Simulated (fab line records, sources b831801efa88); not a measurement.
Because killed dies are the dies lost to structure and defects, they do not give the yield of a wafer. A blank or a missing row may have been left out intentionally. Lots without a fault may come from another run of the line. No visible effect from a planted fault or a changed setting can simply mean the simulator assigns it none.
Which tool was responsible? -- flow gf180mcu -- 7 lots, 21 wafers sampled, at 1 step of a route of 602

## WHAT THE GAUGES SHOWED, per wafer
GF_STI_THK_MEAS_02.
lot,measured,on,STI_OXIDATION_THK (nm)
L906,day 1 21:35,filmMetro-04,10.12 10.24 9.96
L910,day 2 19:57,filmMetro-04,10.05 10.17 10.06
L913,day 3 09:07,filmMetro-02,9.84 9.68 9.90
L916,day 3 23:32,filmMetro-01,9.66 9.78 9.94
L918,day 4 09:31,filmMetro-01,9.85 9.87 9.83
L923,day 5 10:31,filmMetro-02,9.97 9.90 10.01
L927,day 6 06:31,filmMetro-02,9.92 9.78 9.77

## WHICH TOOL RAN EACH LOT (tool, then ch and the chambers of the sampled wafers, then the start)
The record shows no process step preceding these readings.

## THE ANSWER, worked out from the rows above alone
Rule: the usual values come from the lots themselves. Put in order of their means at a reading, lots are off if they are a third of the lots or fewer, leave a main group of 4 or more, and stand apart from it by a gap of 3 or more times the standard deviation of the main group's means; of several such gaps the widest counts. The tables above print the reading to a certain number of digits; a main group whose means all agree to those digits is not used. A lot without any number at a reading at which 4 lots or more have one is off too. All remaining lots with rows at the step are treated as sound.
No lot is off at any reading shown: from this, nothing can be told.

## WHAT THE SIMULATOR PUT IN
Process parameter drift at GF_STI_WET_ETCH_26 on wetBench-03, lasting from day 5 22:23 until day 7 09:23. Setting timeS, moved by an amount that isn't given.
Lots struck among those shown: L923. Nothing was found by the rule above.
